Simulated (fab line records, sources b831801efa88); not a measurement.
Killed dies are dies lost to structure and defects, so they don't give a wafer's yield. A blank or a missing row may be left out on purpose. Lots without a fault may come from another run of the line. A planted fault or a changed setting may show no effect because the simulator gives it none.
Chamber matching | flow sky130 | SKY_VIA3_CMP_24 on cmp-01: 4 sister chambers
The step polishes, stops on SiO2, t overpolish 20 s, target thk 0 nm. 4 wafers are shown with their chamber, then 12 later ones without.

WAFERS WITH THEIR CHAMBER
wafer  | chamber | motor_current_A (A)
L085.3 | 2       | 11.6
L088.5 | 3       | 11.3
L091.4 | 0       | 9.7
L091.6 | 1       | 10.6

WAFERS WITHOUT THEIR CHAMBER
wafer  | motor_current_A (A)
L092.2 | 11.9
L092.4 | 10.4
L092.6 | 11.1
L093.1 | 11.9
L093.5 | 12.3
L093.6 | 11.1
L094.1 | 10.5
L094.3 | 11.1
L094.4 | 9.7
L095.1 | 10.4
L095.4 | 10.9
L095.5 | 11.9

WHICH CHAMBER EACH WENT THROUGH
wafer  | from the rows above          | in truth
L092.2 | can't be placed: 2 or 3      | 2
L092.4 | can't be placed: 1 or 0      | 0
L092.6 | can't be placed: 3 or 1 or 2 | 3
L093.1 | can't be placed: 2 or 3      | 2
L093.5 | can't be placed: 2 or 3      | 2
L093.6 | can't be placed: 3 or 1 or 2 | 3
L094.1 | 1                            | 1
L094.3 | can't be placed: 3 or 1 or 2 | 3
L094.4 | 0                            | 0
L095.1 | can't be placed: 1 or 0      | 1
L095.4 | can't be placed: 1 or 3 or 2 | 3
L095.5 | can't be placed: 2 or 3      | 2
Placed correctly: 2 of 12. Can't be placed from these rows: 10 (the true chamber is among the candidates in 10). Placed wrongly: 0.
How it was worked out, from the rows above alone: a wafer's distance from a chamber is the root of the sum, over the readings, of the square of ((its reading less the chamber's mean) divided by the reading's scatter). The wafer belongs to the nearest chamber; if the next one is less than 2 further off, it can't be placed. A chamber's mean is the mean of its shown wafers. The scatter: with one shown wafer a chamber, the root of the mean of the squares of how far each hidden wafer lies from its nearest shown one.
